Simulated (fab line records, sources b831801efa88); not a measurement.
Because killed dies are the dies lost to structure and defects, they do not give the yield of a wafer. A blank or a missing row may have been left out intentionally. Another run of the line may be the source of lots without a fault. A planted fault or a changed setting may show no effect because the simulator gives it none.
Code-filled problem report in 8D (eight disciplines) form :: flow gf180mcu :: the parts of the form that need people (team, actions taken, sign-off) are left out

## 1. WHAT IS WRONG
Across 6 wafers from 2 lots, DNWELL_TW at GF_DNWELL_TW_MEAS_09 averages 1523, while fault-free wafers read 1342 with a standard deviation of 12. Relative to the usual mean, that is a shift of +15 standard deviations.
Seen first at day 5 01:24 on filmMetro-04, wafer L811.3. The record holds 42 wafers of 14 lots with a number at this step. Rule for "out" (also "out of limits"): further than 4 standard deviations from the usual mean. The other wafers with a number count as sound.

## 2. WHAT IT IS, AND WHAT IT ISN'T
question: which readings at this step
is: DNWELL_TW
is not: -

question: which lots
is: L811, L813
is not: L801, L802, L803, L804, L805, L806, L807, L808, L812, L819, L822, L823

question: which wafers of those lots
is: all that have a number
is not: -

question: read on which gauges
is: filmMetro-02, filmMetro-04
is not: filmMetro-03

question: when
is: from day 5 01:24
is not: up to then (24 sound wafers); but 12 sound wafers of L812, L819, L822, L823 came after

## 3. SUSPECTS, AND WHAT RULES EACH OUT
Counting: any tool at a process step up to the reading is kept as a suspect provided that every lot that is out went through it and no sound lot did after the first of them.
- ruled out: the gauge at GF_DNWELL_TW_MEAS_09. The wafers that are out were read on 2 gauges (filmMetro-02, filmMetro-04).
- implanter-01 at GF_DNWELL_IMPLANT_07: kept. All lots that are out passed through it, beginning with L811 at day 5 01:11, and no sound lot followed; its final sound lot before that point was L807 at day 4 02:11. Out on those wafers are its own readings of doseIonsCm2, faradayCurrentUA.
Remaining after the count: implanter-01 at GF_DNWELL_IMPLANT_07.

## 4. THE CAUSE (what the simulator had put in)
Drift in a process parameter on implanter-01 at GF_DNWELL_IMPLANT_07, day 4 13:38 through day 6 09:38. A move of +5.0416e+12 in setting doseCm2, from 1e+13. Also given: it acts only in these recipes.
Counting left only this tool.

## 5. THE CHAIN OF EFFECTS, in route order
One row per reading whose mean, taken over the struck wafers that have a number, lies over 3 standard deviations from the usual. Only readings whose record carries a usual standard deviation are examined. hours: median over the lots of the time between each lot's start at the first step of this table that gives one and its start at this step. sigmas: the change, counted in usual standard deviations.
hours: 0
step: GF_DNWELL_IMPLANT_07
reading: doseIonsCm2
usual: 1.0001e+13
on struck wafers: 1.5052e+13
change: +5.0510e+12
sigmas: +99 or more

hours: 0
step: GF_DNWELL_IMPLANT_07
reading: faradayCurrentUA
usual: 56.3
on struck wafers: 83.7
change: +27.4
sigmas: +25

hours: 0
step: GF_DNWELL_TW_MEAS_09
reading: DNWELL_TW
usual: 1342
on struck wafers: 1523
change: +181
sigmas: +15
Process steps it contains:
- GF_DNWELL_IMPLANT_07
At these later measuring or inspecting steps, every struck wafer for which the step has a row has a number for every such reading, and none has moved that far: GF_MVSD_OVL_MEAS_07, GF_MVPSD_OVL_MEAS_07.

## 6. WHAT WOULD HAVE CAUGHT IT SOONER
In this record the first reading out of limits at a measuring or inspecting step was taken at day 5 01:24, 12 hours after the fault began at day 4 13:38.
Tool's own readings at GF_DNWELL_IMPLANT_07, doseIonsCm2, faradayCurrentUA: out on all struck wafers the step has rows for; an alarm limit on them would have tripped on the first.
Among the 2 lots that are out, L813 began GF_DNWELL_IMPLANT_07 on implanter-01 after day 5 01:24. A tool hold placed at that time would have kept it from harm.
